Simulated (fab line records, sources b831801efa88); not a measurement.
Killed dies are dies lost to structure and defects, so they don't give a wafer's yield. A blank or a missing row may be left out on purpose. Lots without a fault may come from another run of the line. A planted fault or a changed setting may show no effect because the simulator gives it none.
fab line records | flow sky130
record lots=10 wafers=30 last_day=50
route steps=708 shown VIA4@650 METAL5@663 PAD_OPEN@708
lots that met no fault: from a run of the same line without faults
start_h: hours from the record's first day to the start of the lot's first wafer shown | wait_h: hours since the lot's step before | " the same as in the row above | L1.1+2: a row that stands for several wafers | - no value, or no start given | * or withheld: withheld | < > ~ a bound
route shown NAME@n: a module of which the file shows steps, and the number in the route of the first | usual: mean/standard deviation of fault-free wafers | same: alike in all rows | chamber/n: place in a boat | sites: the reading at each site | _std_site: their standard deviation | _edge_site: outer sites' mean less inner sites' | radius_mm: how far each site lies from the wafer's centre | mask NAME#n: copy n | behind: the tool/chamber that last shaped the wafer | hold: why the lot was held/for how many hours/how that ended | device: the transistor (n, p or np) that didn't switch | end of line: the same wafers' tests at the end of the route | a step without rows: its recipe alone | killed: dies lost to structure and defects at the first sort, not the wafer's yield | map: a wafer's dies, x killed, . not, _ none there
set.NAME: the setting as run; set.NAME@STEP: as run at that earlier step | model.NAME: the simulator's own value behind a step, which no gauge read
steps of the route over a sample of lots; a table a step, a row a wafer
services: from which hour (start_h, from the record's first day; less than 0 if before it) a tool's chamber was out of use, for how many hours, and why
## steps
# step SKY_VIA4_OVL_MEAS_11
# usual VIA4_OVL=-0.3/1.5
# columns lot.wafer tool chamber start_h wait_h VIA4_OVL[nm]
L304.2 overlay-01 - 1041.32 0.1 1.7
L304.4 " - " " 1.3
L304.5 " - " " 1.4
L309.1 overlay-01 - 1049.17 0.1 -1.0
L309.5 " - " " -1.1
L309.6 " - " " -1.3
L314.2 overlay-01 - 1087.12 0.1 0.6
L314.4 " - " " -0.2
L314.5 " - " " -0.4
L318.1 overlay-02 - 1110.87 0.1 0.7
L318.5 " - " " 1.5
L318.6 " - " " 1.9
L319.1 overlay-01 - 1113.82 0.1 1.3
L319.3 " - " " 2.2
L319.6 " - " " 0.3
L321.2 overlay-01 - 1122.78 0.1 2.2
L321.5 " - " " 1.9
L321.6 " - " " 0.2
L323.1 overlay-01 - 1130.02 0.1 0.5
L323.4 " - " " 0.1
L323.5 " - " " 1.5
L324.1 overlay-01 - 1130.78 0.1 1.4
L324.5 " - " " -0.1
L324.6 " - " " -0.1
L325.2 overlay-01 - 1142.34 0.1 -1.7
L325.4 " - " " -1.8
L325.5 " - " " -0.1
L326.3 overlay-02 - 1147.44 0.1 -0.9
L326.4 " - " " -2.7
L326.5 " - " " 0.1
# step SKY_VIA4_THK_MEAS_20
# recipe thk_meas_gauge=xrf reads=W_of_VIA4_CVD_18
# usual VIA4_W_THK=514/7.8
# columns lot.wafer tool chamber start_h wait_h VIA4_W_THK[nm]
L304.2 film_metro-02 - 1042.40 0.1 513
L304.4 " - " " 527
L304.5 " - " " 524
L309.1 film_metro-02 - 1050.21 0.1 529
L309.5 " - " " 517
L309.6 " - " " 527
L314.2 film_metro-02 - 1088.23 0.1 517
L314.4 " - " " 514
L314.5 " - " " 517
L318.1 film_metro-03 - 1112.26 0.1 507
L318.5 " - " " 508
L318.6 " - " " 515
L319.1 film_metro-03 - 1114.86 0.1 503
L319.3 " - " " 514
L319.6 " - " " 522
L321.2 film_metro-02 - 1123.83 0.1 518
L321.5 " - " " 527
L321.6 " - " " 512
L323.1 film_metro-02 - 1131.06 0.1 521
L323.4 " - " " 519
L323.5 " - " " 529
L324.1 film_metro-03 - 1132.33 0.1 516
L324.5 " - " " 505
L324.6 " - " " 515
L325.2 film_metro-03 - 1143.41 0.1 507
L325.4 " - " " 510
L325.5 " - " " 519
L326.3 film_metro-03 - 1148.53 0.1 508
L326.4 " - " " 511
L326.5 " - " " 511
# step SKY_METAL5_SPUTTER_02
# recipe material=AlCu target_thk_nm=1150 power_w=10600 time_s=61.2 chamber_pressure_pa=0.4
# usual throttle_valve_pct=30.0/1.3
# columns lot.wafer tool chamber start_h wait_h throttle_valve_pct
L304.2 pvd_sputter-01 - 1042.80 0.0 28.4
L304.4 " - " " 29.8
L304.5 " - " " 31.5
L309.1 pvd_sputter-04 - 1050.62 0.0 32.9
L309.5 " - " " 30.1
L309.6 " - " " 29.5
L314.2 pvd_sputter-03 - 1092.15 0.0 29.9
L314.4 " - " " 27.8
L314.5 " - " " 30.0
L318.1 pvd_sputter-03 - 1112.87 0.0 29.9
L318.5 " - " " 30.3
L318.6 " - " " 30.0
L319.1 pvd_sputter-04 - 1115.27 0.0 32.7
L319.3 " - " " 30.4
L319.6 " - " " 29.1
L321.2 pvd_sputter-03 - 1124.23 0.0 30.0
L321.5 " - " " 27.9
L321.6 " - " " 30.3
L323.1 pvd_sputter-03 - 1131.47 0.0 30.2
L323.4 " - " " 27.8
L323.5 " - " " 29.8
L324.1 pvd_sputter-01 - 1132.79 0.0 30.4
L324.5 " - " " 31.4
L324.6 " - " " 29.9
L325.2 pvd_sputter-04 - 1143.80 0.0 30.5
L325.4 " - " " 29.2
L325.5 " - " " 29.8
L326.3 pvd_sputter-04 - 1148.92 0.0 32.6
L326.4 " - " " 28.9
L326.5 " - " " 29.4
# step SKY_METAL5_RS_MEAS_05
# recipe thk_meas_gauge=four-point-probe reads=TiN_of_METAL5_SPUTTER_04+Ti_of_METAL5_SPUTTER_03+AlCu_of_METAL5_SPUTTER_02+TiN_of_METAL5_SPUTTER_01+Ti_of_METAL5_SPUTTER_00
# usual METAL5_ALCU_RS=0.02701/0.00029
# columns lot.wafer tool chamber start_h wait_h METAL5_ALCU_RS[ohm/sq]
L304.2 film_metro-01 - 1042.94 0.0 0.02704
L304.4 " - " " 0.02717
L304.5 " - " " 0.02702
L309.1 film_metro-04 - 1050.74 0.0 0.0269
L309.5 " - " " 0.02652
L309.6 " - " " 0.02679
L314.2 film_metro-01 - 1092.29 0.0 0.02744
L314.4 " - " " 0.02733
L314.5 " - " " 0.02739
L318.1 film_metro-01 - 1112.99 0.0 0.02691
L318.5 " - " " 0.02698
L318.6 " - " " 0.02679
L319.1 film_metro-01 - 1115.39 0.0 0.02686
L319.3 " - " " 0.02676
L319.6 " - " " 0.02665
L321.2 film_metro-04 - 1124.36 0.0 0.01925
L321.5 " - " " 0.01922
L321.6 " - " " 0.01928
L323.1 film_metro-01 - 1131.58 0.0 0.01929
L323.4 " - " " 0.01941
L323.5 " - " " 0.01926
L324.1 film_metro-03 - 1132.91 0.0 0.02696
L324.5 " - " " 0.02695
L324.6 " - " " 0.02694
L325.2 film_metro-04 - 1143.94 0.0 0.0273
L325.4 " - " " 0.02735
L325.5 " - " " 0.02727
L326.3 film_metro-04 - 1149.07 0.1 0.02694
L326.4 " - " " 0.02708
L326.5 " - " " 0.02703
# step SKY_METAL5_THK_MEAS_06
# recipe thk_meas_gauge=xrf reads=AlCu_of_METAL5_SPUTTER_02
# usual METAL5_ALCU_THK=1174/13
# columns lot.wafer tool chamber start_h wait_h METAL5_ALCU_THK[nm]
L304.2 film_metro-01 - 1043.05 0.1 1189
L304.4 " - " " 1172
L304.5 " - " " 1178
L309.1 film_metro-04 - 1050.86 0.1 1179
L309.5 " - " " 1191
L309.6 " - " " 1180
L314.2 film_metro-01 - 1092.40 0.1 1152
L314.4 " - " " 1166
L314.5 " - " " 1158
L318.1 film_metro-01 - 1113.11 0.1 1186
L318.5 " - " " 1173
L318.6 " - " " 1189
L319.1 film_metro-01 - 1115.51 0.1 1173
L319.3 " - " " 1176
L319.6 " - " " 1184
L321.2 film_metro-04 - 1124.47 0.1 1641
L321.5 " - " " 1640
L321.6 " - " " 1631
L323.1 film_metro-01 - 1131.70 0.1 1640
L323.4 " - " " 1646
L323.5 " - " " 1648
L324.1 film_metro-03 - 1133.03 0.1 1169
L324.5 " - " " 1168
L324.6 " - " " 1170
L325.2 film_metro-04 - 1144.05 0.1 1150
L325.4 " - " " 1153
L325.5 " - " " 1156
L326.3 film_metro-04 - 1149.17 0.1 1170
L326.4 " - " " 1167
L326.5 " - " " 1166
# step SKY_METAL5_METAL_ETCH_15
# recipe target_depth_a=12600 stop_on=SiO2 over_etch_frac=0.2 time_s=252 chemistry=Cl2/BCl3 resist_sidewall_deg=86 pressure_mtorr=10 icp_w=900 bias_w=48.5 Cl2_flow_sccm=60 bcl3_flow_sccm=30
# usual bias_w=48.52/0.14 drypump_motor_current_A=5.9/0.31 oes_product_au=0.894/0.0055 throttle_valve_pct=22.264/0.0087
# columns lot.wafer tool chamber start_h wait_h bias_w drypump_motor_current_A oes_product_au rf_hours_counter_h throttle_valve_pct
L304.2 rie_metal-04 0 1065.17 0.0 48.36 6.2 0.895 17 22.261
L304.4 " 1 " " 48.33 5.7 0.888 - 22.269
L304.5 " 0 " " 48.41 6.2 0.890 - 22.253
L309.1 rie_metal-02 0 1072.17 0.0 48.52 5.5 0.892 20 22.267
L309.5 " 0 " " 48.29 5.6 0.900 - 22.266
L309.6 " 1 " " 48.29 6.1 0.892 - 22.281
L314.2 rie_metal-04 0 1111.02 0.0 48.42 6.2 0.897 21 22.254
L314.4 " 0 " " 48.55 6.2 0.899 - 22.254
L314.5 " 0 " " 48.37 6.2 0.894 - 22.259
L318.1 rie_metal-04 1 1133.00 0.0 48.58 5.7 0.897 16 22.270
L318.5 " 1 " " 48.62 5.7 0.901 - 22.262
L318.6 " 0 " " 48.43 6.2 0.909 - 22.250
L319.1 rie_metal-04 0 1135.40 0.0 48.46 6.2 0.889 22 22.261
L319.3 " 0 " " 48.64 6.2 0.893 - 22.281
L319.6 " 0 " " 48.75 6.2 0.891 - 22.264
L321.2 rie_metal-04 0 1143.05 0.0 48.69 6.2 1.009 24 22.255
L321.5 " 1 " " 48.57 5.7 0.995 - 22.273
L321.6 " 0 " " 48.51 6.2 1.003 - 22.271
L323.1 rie_metal-01 1 1150.35 0.0 48.51 6.3 1.002 6 22.248
L323.4 " 1 " " 48.34 6.4 1.000 - 22.284
L323.5 " 0 " " 48.54 5.6 1.005 - 22.260
L324.1 rie_metal-01 0 1151.67 0.0 48.57 5.6 0.892 17 22.269
L324.5 " 1 " " 48.45 6.4 0.903 - 22.263
L324.6 " 0 " " 48.17 5.6 0.890 - 22.263
L325.2 rie_metal-01 0 1160.67 0.0 48.64 5.6 0.901 18 22.276
L325.4 " 0 " " 48.49 5.6 0.892 - 22.261
L325.5 " 1 " " 48.30 6.4 0.891 - 22.274
L326.3 rie_metal-04 1 1164.40 0.1 48.72 5.6 0.895 - 22.274
L326.4 " 0 " " 48.51 6.2 0.896 - 22.260
L326.5 " 0 " " 48.46 6.2 0.898 - 22.263
# step SKY_METAL5_STRIP_16
# recipe chemistry=O2/N2 power_w=1400 pressure_mtorr=1500 platen_temp_c=withheld o2_flow_sccm=3000 n2_flow_sccm=300 overash_fraction=0.5
# usual drypump_motor_current_A=5.8/0.37 oes_product_au=0.710/0.0046 strip_time_to_endpoint_s=13.12/0.091
# columns lot.wafer tool chamber start_h wait_h drypump_motor_current_A oes_product_au rf_hours_counter_h strip_time_to_endpoint_s
L304.2 plasma_asher-04 0 1065.40 0.2 5.4 0.716 66 12.98
L304.4 " 1 " " 5.8 0.714 - 13.08
L304.5 " 0 " " 5.4 0.714 - 13.04
L309.1 plasma_asher-04 1 1072.40 0.2 5.8 0.707 67 13.07
L309.5 " 1 " " 5.8 0.709 - 13.11
L309.6 " 0 " " 5.4 0.703 - 13.31
L314.2 plasma_asher-03 1 1111.25 0.2 5.3 0.710 101 13.08
L314.4 " 0 " " 6.2 0.702 - 13.13
L314.5 " 0 " " 6.2 0.716 - 13.16
L318.1 plasma_asher-01 1 1133.24 0.2 6.1 0.710 33 13.16
L318.5 " 0 " " 6.3 0.706 - 13.06
L318.6 " 1 " " 6.1 0.713 - 13.12
L319.1 plasma_asher-04 0 1135.64 0.2 5.5 0.713 73 13.17
L319.3 " 0 " " 5.4 0.709 - 13.09
L319.6 " 0 " " 5.4 0.714 - 13.17
L321.2 plasma_asher-04 1 1143.29 0.2 5.8 0.712 73 13.04
L321.5 " 0 " " 5.4 0.707 - 13.02
L321.6 " 1 " " 5.8 0.701 - 12.94
L323.1 plasma_asher-01 0 1150.59 0.2 6.3 0.704 35 12.99
L323.4 " 1 " " 6.1 0.707 - 13.10
L323.5 " 0 " " 6.3 0.712 - 12.94
L324.1 plasma_asher-03 1 1151.90 0.2 5.3 0.713 105 13.15
L324.5 " 0 " " 6.2 0.712 - 13.27
L324.6 " 1 " " 5.4 0.711 - 13.22
L325.2 plasma_asher-04 1 1160.90 0.2 5.8 0.716 75 13.12
L325.4 " 1 " " 5.8 0.704 - 13.20
L325.5 " 0 " " 5.4 0.711 - 13.18
L326.3 plasma_asher-01 1 1164.59 0.1 6.1 0.709 - 13.19
L326.4 " 0 " " 6.3 0.708 - 13.07
L326.5 " 0 " " 6.3 0.712 - 13.23
# step SKY_PAD_OPEN_PROBE_99
# usual killed_at_M0_to_M3=42/7.2 killed_at_M4_up=3.2/1.8 killed_at_contacts=24/5.4 killed_at_front_end=15/4 killed_at_other=0.3/0.59 killed_dies=84/9 killed_on_rim=17/3.3 killed_open=46/7.1 killed_short=38/6
# same gross_dies=492 killed_at_back_side=0
# columns lot.wafer tool chamber start_h wait_h killed_at_M0_to_M3 killed_at_M4_up killed_at_contacts killed_at_front_end killed_at_other killed_dies killed_on_rim killed_open killed_short
L304.2 prober-01 - 1109.35 0.1 41 4 20 19 0 84 17 48 35
L304.4 prober-01 - 1109.45 0.2 37 3 24 24 1 89 18 46 43
L304.5 prober-01 - 1109.50 0.2 31 2 37 18 0 88 18 54 34
L309.1 prober-02 - 1115.80 0.1 50 2 23 19 1 95 18 46 49
L309.5 prober-02 - 1116.00 0.2 46 2 31 13 0 92 15 54 38
L309.6 prober-02 - 1116.05 0.2 36 2 24 17 0 79 11 45 34
L314.2 prober-02 - 1154.67 0.1 34 4 24 15 1 78 21 36 41
L314.4 prober-02 - 1154.77 0.2 55 3 19 12 0 89 17 43 46
L314.5 prober-02 - 1154.82 0.2 53 2 24 21 0 100 17 57 43
L318.1 prober-02 - 1171.13 0.1 45 6 19 8 0 78 10 33 44
L318.5 prober-02 - 1171.33 0.2 49 4 21 15 1 90 11 45 45
L318.6 prober-02 - 1171.38 0.2 27 7 20 15 1 70 16 37 32
L319.1 prober-01 - 1173.80 0.1 39 3 27 11 2 82 16 37 44
L319.3 prober-01 - 1173.90 0.2 48 4 21 21 0 94 21 55 38
L319.6 prober-01 - 1174.05 0.2 34 1 17 12 1 65 11 44 21
L321.2 prober-01 - 1180.45 0.1 61 391 25 15 0 492 96 69 33
L321.5 prober-01 - 1180.60 0.2 31 417 26 18 0 492 96 56 27
L321.6 prober-01 - 1180.65 0.2 48 394 36 14 0 492 96 56 43
L323.1 prober-01 - 1185.72 0.1 60 399 20 13 0 492 96 58 35
L323.4 prober-01 - 1185.87 0.2 51 412 22 7 0 492 96 51 33
L323.5 prober-01 - 1185.92 0.2 45 400 30 17 0 492 96 48 45
L324.1 prober-02 - 1188.84 0.1 42 3 23 9 0 77 17 44 33
L324.5 prober-02 - 1189.04 0.2 35 4 19 15 0 73 15 46 27
L324.6 prober-02 - 1189.09 0.2 43 4 33 15 0 95 18 52 43
L325.2 prober-01 - 1197.32 0.1 47 2 22 13 0 84 17 51 33
L325.4 prober-01 - 1197.42 0.2 41 4 31 14 0 90 19 50 40
L325.5 prober-01 - 1197.47 0.2 35 2 20 11 1 69 16 41 28
L326.3 prober-02 - 1200.06 0.2 38 3 19 13 0 73 18 32 39
L326.4 prober-02 - 1200.11 0.2 34 2 24 12 0 72 15 42 30
L326.5 prober-02 - 1200.16 0.2 46 4 30 10 0 90 15 44 46
# killed by level:class
L304.2 VIA1:geometric_particle:open=10 CONTACT:geometric_particle:open=8 METAL1:geometric_particle:short=7 LI_CONTACT:geometric_particle:open=6 VIA1:geometric_particle:short=5 FIELD_ISO:geometric_particle:open=4 POLY_GATE:geometric_particle:open=4 VIA3:geometric_particle:open=4
L304.4 VIA1:geometric_particle:open=11 METAL2:geometric_particle:short=9 CONTACT:geometric_particle:short=8 CONTACT:geometric_particle:open=8 METAL1:geometric_particle:short=6 POLY_GATE:geometric_particle:open=5 SPACER:geometric_particle:open=5 FIELD_ISO:geometric_particle:open=4
L304.5 CONTACT:geometric_particle:open=14 VIA1:geometric_particle:open=9 LI_CONTACT:geometric_particle:open=8 LOCAL_INTERCONNECT:geometric_particle:short=7 METAL1:geometric_particle:short=6 SPACER:geometric_particle:open=5 POLY_GATE:geometric_particle:open=4 VIA1:geometric_particle:short=4
L309.1 VIA1:geometric_particle:open=9 LI_CONTACT:geometric_particle:open=7 CONTACT:geometric_particle:open=7 METAL1:geometric_particle:short=7 VIA3:geometric_particle:open=7 VIA3:geometric_particle:short=6 FIELD_ISO:geometric_particle:short=5 POLY_GATE:geometric_particle:open=5
L309.5 CONTACT:geometric_particle:open=12 VIA1:geometric_particle:open=10 VIA2:geometric_particle:open=8 VIA3:geometric_particle:open=7 LI_CONTACT:geometric_particle:open=6 LOCAL_INTERCONNECT:geometric_particle:short=6 CONTACT:geometric_particle:short=6 METAL1:geometric_particle:short=6
L309.6 CONTACT:geometric_particle:open=10 VIA1:geometric_particle:open=9 VIA2:geometric_particle:open=8 POLY_GATE:geometric_particle:short=5 LI_CONTACT:geometric_particle:short=5 LI_CONTACT:geometric_particle:open=5 FIELD_ISO:geometric_particle:short=4 SPACER:geometric_particle:open=4
L314.2 VIA1:geometric_particle:open=8 POLY_GATE:geometric_particle:short=7 CONTACT:geometric_particle:short=6 CONTACT:geometric_particle:open=6 VIA1:geometric_particle:short=6 LI_CONTACT:geometric_particle:open=5 LOCAL_INTERCONNECT:geometric_particle:short=4 METAL1:geometric_particle:short=4
L314.4 VIA1:geometric_particle:open=19 METAL1:geometric_particle:short=6 METAL2:geometric_particle:short=5 CONTACT:geometric_particle:open=5 CONTACT:geometric_particle:short=5 VIA1:geometric_particle:short=5 VIA2:geometric_particle:open=5 LI_CONTACT:geometric_particle:open=4
L314.5 VIA1:geometric_particle:open=17 VIA1:geometric_particle:short=8 POLY_GATE:geometric_particle:short=7 FIELD_ISO:geometric_particle:open=6 LI_CONTACT:geometric_particle:open=6 LOCAL_INTERCONNECT:geometric_particle:short=6 VIA2:geometric_particle:open=5 CONTACT:geometric_particle:short=5
L318.1 VIA1:geometric_particle:open=11 CONTACT:geometric_particle:open=7 VIA2:geometric_particle:open=7 METAL1:geometric_particle:short=6 VIA2:geometric_particle:short=6 METAL2:geometric_particle:short=6 CONTACT:geometric_particle:short=5 METAL4:geometric_particle:short=5
L318.5 METAL2:geometric_particle:short=12 CONTACT:geometric_particle:open=9 VIA1:geometric_particle:open=9 CONTACT:geometric_particle:short=8 VIA3:geometric_particle:open=7 POLY_GATE:geometric_particle:short=6 VIA2:geometric_particle:open=6 FIELD_ISO:geometric_particle:open=3
L318.6 LI_CONTACT:geometric_particle:open=8 VIA1:geometric_particle:open=6 LOCAL_INTERCONNECT:geometric_particle:short=5 CONTACT:geometric_particle:open=5 VIA3:geometric_particle:short=5 POLY_GATE:geometric_particle:short=4 VIA3:geometric_particle:open=4 VIA1:geometric_particle:short=3
L319.1 VIA1:geometric_particle:open=8 LI_CONTACT:geometric_particle:open=7 METAL2:geometric_particle:short=7 CONTACT:geometric_particle:open=6 CONTACT:geometric_particle:short=5 LOCAL_INTERCONNECT:geometric_particle:short=5 METAL1:geometric_particle:short=4 VIA1:geometric_particle:short=4
L319.3 VIA1:geometric_particle:open=13 CONTACT:geometric_particle:open=8 VIA3:geometric_particle:open=7 FIELD_ISO:geometric_particle:open=6 POLY_GATE:geometric_particle:short=6 LI_CONTACT:geometric_particle:open=6 VIA1:geometric_particle:short=6 METAL1:geometric_particle:short=5
L319.6 CONTACT:geometric_particle:open=7 LI_CONTACT:geometric_particle:open=6 VIA3:geometric_particle:open=6 VIA2:geometric_particle:open=5 VIA1:geometric_particle:open=5 METAL2:geometric_particle:short=5 FIELD_ISO:geometric_particle:open=4 VIA2:geometric_particle:short=4
L321.2 METAL5:area_etch=390 VIA1:geometric_particle:open=18 LI_CONTACT:geometric_particle:open=12 VIA3:geometric_particle:open=9 CONTACT:geometric_particle:open=8 VIA2:geometric_particle:open=7 METAL1:geometric_particle:short=7 VIA1:geometric_particle:short=6
L321.5 METAL5:area_etch=409 LI_CONTACT:geometric_particle:open=8 VIA1:geometric_particle:open=8 CONTACT:geometric_particle:open=7 VIA3:geometric_particle:open=7 METAL4:geometric_particle:short=6 VIA2:geometric_particle:open=6 POLY_GATE:geometric_particle:open=5
L321.6 METAL5:area_etch=393 CONTACT:geometric_particle:open=17 VIA1:geometric_particle:open=13 METAL2:geometric_particle:short=8 LI_CONTACT:geometric_particle:open=7 CONTACT:geometric_particle:short=6 VIA3:geometric_particle:open=6 METAL3:geometric_particle:short=5
L323.1 METAL5:area_etch=399 VIA2:geometric_particle:open=13 VIA1:geometric_particle:open=11 CONTACT:geometric_particle:open=10 VIA3:geometric_particle:open=7 VIA1:geometric_particle:short=6 VIA2:geometric_particle:short=6 LI_CONTACT:geometric_particle:open=5
L323.4 METAL5:area_etch=408 VIA1:geometric_particle:open=12 CONTACT:geometric_particle:open=11 VIA2:geometric_particle:open=10 VIA1:geometric_particle:short=8 VIA3:geometric_particle:short=5 LOCAL_INTERCONNECT:geometric_particle:short=5 VIA2:geometric_particle:short=5
L323.5 METAL5:area_etch=399 CONTACT:geometric_particle:open=9 LOCAL_INTERCONNECT:geometric_particle:short=8 METAL1:geometric_particle:short=7 LI_CONTACT:geometric_particle:open=7 VIA2:geometric_particle:open=7 VIA3:geometric_particle:open=7 VIA1:geometric_particle:open=6
L324.1 VIA2:geometric_particle:open=9 VIA1:geometric_particle:open=9 CONTACT:geometric_particle:open=7 METAL1:geometric_particle:short=7 LI_CONTACT:geometric_particle:open=6 FIELD_ISO:geometric_particle:open=4 LOCAL_INTERCONNECT:geometric_particle:short=4 METAL2:geometric_particle:short=4
L324.5 CONTACT:geometric_particle:open=8 VIA1:geometric_particle:open=8 LI_CONTACT:geometric_particle:open=7 VIA2:geometric_particle:open=7 VIA3:geometric_particle:open=7 FIELD_ISO:geometric_particle:short=5 POLY_GATE:geometric_particle:short=4 METAL1:geometric_particle:short=4
L324.6 CONTACT:geometric_particle:open=11 CONTACT:geometric_particle:short=10 VIA3:geometric_particle:open=8 LI_CONTACT:geometric_particle:open=7 METAL1:geometric_particle:short=7 VIA1:geometric_particle:open=7 VIA2:geometric_particle:open=7 METAL2:geometric_particle:short=6
L325.2 CONTACT:geometric_particle:open=10 VIA2:geometric_particle:open=10 VIA1:geometric_particle:open=10 VIA3:geometric_particle:open=7 LI_CONTACT:geometric_particle:open=6 METAL2:geometric_particle:short=6 VIA1:geometric_particle:short=5 FIELD_ISO:geometric_particle:open=3
L325.4 CONTACT:geometric_particle:open=11 VIA1:geometric_particle:open=9 LI_CONTACT:geometric_particle:open=8 FIELD_ISO:geometric_particle:short=7 VIA2:geometric_particle:open=7 VIA3:geometric_particle:open=6 CONTACT:geometric_particle:short=5 METAL2:geometric_particle:short=5
L325.5 CONTACT:geometric_particle:open=10 VIA2:geometric_particle:short=8 FIELD_ISO:geometric_particle:open=6 VIA1:geometric_particle:open=6 METAL2:geometric_particle:short=4 LI_CONTACT:geometric_particle:open=4 VIA2:geometric_particle:open=4 FIELD_ISO:geometric_particle:short=3
L326.3 VIA2:geometric_particle:open=9 POLY_GATE:geometric_particle:short=7 METAL1:geometric_particle:short=6 VIA1:geometric_particle:short=6 CONTACT:geometric_particle:open=5 VIA1:geometric_particle:open=5 METAL2:geometric_particle:short=5 LI_CONTACT:geometric_particle:open=4
L326.4 CONTACT:geometric_particle:open=9 LI_CONTACT:geometric_particle:open=7 VIA1:geometric_particle:open=7 METAL2:geometric_particle:short=6 FIELD_ISO:geometric_particle:open=4 VIA2:geometric_particle:open=4 VIA3:geometric_particle:open=4 POLY_GATE:geometric_particle:open=3
L326.5 VIA2:geometric_particle:open=9 VIA3:geometric_particle:open=7 LOCAL_INTERCONNECT:geometric_particle:short=7 CONTACT:geometric_particle:short=7 CONTACT:geometric_particle:open=7 VIA1:geometric_particle:open=6 LI_CONTACT:geometric_particle:open=5 METAL1:geometric_particle:short=5
## services
# columns tool chamber start_h hours kind
rie_metal-01 0 1026.30 2.9 repair
pvd_sputter-01 - 1026.42 1.4 repair
rie_metal-01 - 1027.39 1.9 repair
plasma_asher-03 - 1034.58 5.4 repair
pvd_sputter-01 - 1061.81 15.0 repair
plasma_asher-01 - 1063.15 4.8 repair
rie_metal-01 1 1063.76 - clean
rie_metal-01 1 1063.76 19.3 scheduled_down
rie_metal-01 1 1063.76 19.3 vent_cycle
plasma_asher-01 - 1075.30 5.4 repair
pvd_sputter-04 - 1122.24 18.3 repair
rie_metal-02 - 1137.64 2.8 pm
plasma_asher-04 - 1148.64 4.3 pm
## key
first_sign step=SKY_METAL5_RS_MEAS_05 reading=METAL5_ALCU_RS direction=down sigmas=26 usual=0.02701 struck=0.01928
effect step=SKY_METAL5_THK_MEAS_06 reading=METAL5_ALCU_THK direction=up sigmas=36 usual=1174 struck=1641
effect step=SKY_METAL5_METAL_ETCH_15 reading=oes_product_au direction=up sigmas=20 usual=0.894 struck=1.002
effect step=SKY_PAD_OPEN_PROBE_99 reading=killed_at_M4_up direction=up sigmas=99+ usual=3.2 struck=402.2
more_kills_born_at SKY_METAL5_METAL_ETCH_15@rie_metal-01=1206 SKY_METAL5_METAL_ETCH_15@rie_metal-04=1192
met_at SKY_METAL5_SPUTTER_02
struck_lots L321,L323
later_rows_left_out L321.2,L321.5,L321.6,L323.1,L323.4,L323.5
tester_left_out L321,L323
not_acting_at SKY_VIA4_OVL_MEAS_11,SKY_VIA4_THK_MEAS_20,SKY_METAL5_STRIP_16
onset_between 1112.87 1124.23
earlier_fault kind=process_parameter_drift tool=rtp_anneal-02 chamber=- onset_h=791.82 steps=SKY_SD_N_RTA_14 channel=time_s offset=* shape=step end_h=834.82 acts_in=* stated=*
fault kind=process_parameter_drift tool=pvd_sputter-03 chamber=- onset_h=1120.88 steps=SKY_METAL5_SPUTTER_02 channel=target_thk_nm offset=464.49 shape=step acts_in=these_recipes_only stated=1150
# tester_left_out: of these lots the tester's yield and bins aren't shown, on N5 and GAA mostly nor the transistor test; their killed dies are dies lost to structure and defects alone, not to doping, threshold or leakage, so they don't give the yield
# later_rows_left_out: the simulator's readings of these wafers behind a module that went badly wrong aren't trusted and aren't shown, but for the sort
